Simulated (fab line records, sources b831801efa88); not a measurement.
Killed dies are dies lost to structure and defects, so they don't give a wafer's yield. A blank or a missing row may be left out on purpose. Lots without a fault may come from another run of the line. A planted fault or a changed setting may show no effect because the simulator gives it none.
Which tool did it? | flow gf180mcu | 12 lots, 36 wafers sampled, at 5 steps of a route of 602

WHAT THE GAUGES READ, wafer by wafer
GF_M3_RS_MEAS_05: measures by four-point-probe.
lot  | measured     | on            | M3_ALCU_RS (ohm/sq)
L910 | day 20 02:08 | film_metro-03 | 0.0691 0.0701 0.0701
L912 | day 20 18:22 | film_metro-03 | 0.0711 0.0717 0.0715
L914 | day 21 18:34 | film_metro-02 | 0.0693 0.0693 0.0699
L915 | day 22 01:29 | film_metro-03 | 0.0702 0.0700 0.0690
L919 | day 23 16:16 | film_metro-03 | 0.0706 0.0704 0.0706
L920 | day 24 05:35 | film_metro-02 | 0.0682 0.0686 0.0685
L921 | day 24 09:52 | film_metro-01 | 0.0689 0.0698 0.0688
L928 | day 26 16:56 | film_metro-03 | 0.0701 0.0689 0.0698
L927 | day 26 20:32 | film_metro-02 | 0.0697 0.0700 0.0702
L929 | day 26 21:34 | film_metro-01 | 0.0700 0.0712 0.0700
L931 | day 27 11:32 | film_metro-01 | 0.0699 0.0698 0.0701
L932 | day 27 17:55 | film_metro-03 | 0.0720 0.0706 0.0708

GF_V4_THK_MEAS_25: measures by xrf.
lot  | measured     | on            | V4_W_THK (nm)
L910 | day 24 05:23 | film_metro-01 | 356 352 355
L912 | day 24 20:35 | film_metro-01 | 360 355 357
L914 | day 25 17:21 | film_metro-04 | 359 356 355
L915 | day 26 00:37 | film_metro-01 | 353 352 349
L919 | day 27 12:23 | film_metro-03 | 356 357 352
L920 | day 27 22:46 | film_metro-03 | 349 355 357
L921 | day 28 02:20 | film_metro-03 | 357 358 359
L928 | day 30 04:20 | film_metro-03 | 366 355 363
L927 | day 30 07:30 | film_metro-03 | 360 360 361
L929 | day 30 09:02 | film_metro-01 | 349 346 352
L931 | day 30 21:41 | film_metro-01 | 361 357 358
L932 | day 31 01:48 | film_metro-03 | 355 357 357

GF_V5_BOW_MEAS_05.
lot  | measured     | on            | V5_BOW (um)
L910 | day 26 03:52 | film_metro-02 | 139 139 138
L912 | day 26 16:56 | film_metro-02 | 142 141 159
L914 | day 27 13:37 | film_metro-04 | 136 138 137
L915 | day 27 20:02 | film_metro-04 | 131 127 126
L919 | day 29 05:40 | film_metro-02 | 152 157 161
L920 | day 29 14:58 | film_metro-02 | 167 168 162
L921 | day 29 18:56 | film_metro-02 | 149 150 145
L928 | day 31 19:30 | film_metro-04 | 126 134 135
L927 | day 31 20:53 | film_metro-01 | 137 135 135
L929 | day 31 23:52 | film_metro-04 | 131 132 133
L931 | day 32 10:44 | film_metro-01 | 138 123 132
L932 | day 32 14:19 | film_metro-04 | 136 141 140

GF_V5_CD_MEAS_14: target cd 260 nm.
lot  | measured     | on        | cd_nm (nm)
L910 | day 26 23:55 | cd_sem-01 | 257.0 257.8 258.0
L912 | day 27 12:52 | cd_sem-02 | 260.3 259.9 259.0
L914 | day 28 09:48 | cd_sem-01 | 259.2 258.1 258.3
L915 | day 28 15:26 | cd_sem-02 | 259.5 259.0 260.9
L919 | day 30 01:01 | cd_sem-02 | 259.9 259.6 259.2
L920 | day 30 09:34 | cd_sem-02 | 262.9 263.0 262.0
L921 | day 30 12:55 | cd_sem-01 | 258.3 259.0 258.5
L928 | day 32 12:33 | cd_sem-02 | 260.0 258.4 259.3
L927 | day 32 14:06 | cd_sem-01 | 259.0 260.3 260.5
L929 | day 32 16:07 | cd_sem-02 | 261.9 261.1 261.2
L931 | day 33 02:54 | cd_sem-02 | 260.6 261.1 260.4
L932 | day 33 06:55 | cd_sem-02 | 256.4 257.1 257.6

WHICH TOOL RAN EACH LOT (tool, then ch and the chambers of the sampled wafers, then the start)
lot  | GF_V5_CMP_04
L910 | cmp-01 ch 1,3, day 26 03:34
L912 | cmp-01 ch 1,2,3, day 26 16:44
L914 | cmp-02 ch 0,1,3, day 27 13:20
L915 | cmp-02 ch 0,2,3, day 27 19:44
L919 | cmp-01 ch 1,2, day 29 05:22
L920 | cmp-02 ch 1,2,3, day 29 14:40
L921 | cmp-02 ch 1,2,3, day 29 18:38
L928 | cmp-01 ch 1,2, day 31 19:11
L927 | cmp-01 ch 0,2,3, day 31 20:35
L929 | cmp-01 ch 0,2, day 31 23:32
L931 | cmp-02 ch 0,2,3, day 32 10:32
L932 | cmp-01 ch 0,1, day 32 14:02
- GF_V5_CMP_04: polishes SiO2.

WHAT THE TOOLS THEMSELVES READ (means of the sampled wafers that have a number; where no wafer has one, the mark that the record gives instead)
GF_V5_CMP_04.
lot  | tool   | edge_zone_pressure_frac | head_pressure_psi (psi) | motor_current_A (A)
L910 | cmp-01 | 0.999                   | 4.004                   | 13.2
L912 | cmp-01 | 1.001                   | 4.003                   | 12.6
L914 | cmp-02 | 1.004                   | 3.999                   | 11.0
L915 | cmp-02 | 0.997                   | 4.005                   | 11.2
L919 | cmp-01 | -                       | -                       | -
L920 | cmp-02 | -                       | -                       | -
L921 | cmp-02 | -                       | -                       | -
L928 | cmp-01 | 1.001                   | 3.995                   | 12.1
L927 | cmp-01 | 1.001                   | 4.004                   | 12.7
L929 | cmp-01 | 1.000                   | 4.007                   | 13.3
L931 | cmp-02 | 1.001                   | 4.007                   | 11.2
L932 | cmp-01 | 0.995                   | 4.012                   | 14.1

THE ANSWER, worked out from the rows above alone
Rule: what is usual is taken from the lots themselves. Put in order of their means at a reading, lots are off if they are a third of the lots or fewer, leave a main group of 4 or more, and stand apart from it by a gap of 3 or more times the standard deviation of the main group's means; of several such gaps the widest counts. A main group whose means are all the same, to the digits that the tables above print for the reading, isn't used. A lot without any number at a reading at which 4 lots or more have one is off too. The other lots that the step has rows for count as sound. The gauges are gone through in route order, then the tools' own readings, and for those a lot's mean is taken as printed above. The first step at which some lot is off is used, and at that step the reading that is off furthest; a lot without a number counts as furthest.
Off: L919, L920, L921, at GF_V5_CMP_04 (edge_zone_pressure_frac). Without a number there: L919, L920, L921. The main group: mean 1.000, standard deviation 0.0025.
A tool fits if, at that step or a process step before it, it ran every lot that is off, and no sound lot after the first of them. None of those tried fits.

WHAT THE SIMULATOR HAD PUT IN
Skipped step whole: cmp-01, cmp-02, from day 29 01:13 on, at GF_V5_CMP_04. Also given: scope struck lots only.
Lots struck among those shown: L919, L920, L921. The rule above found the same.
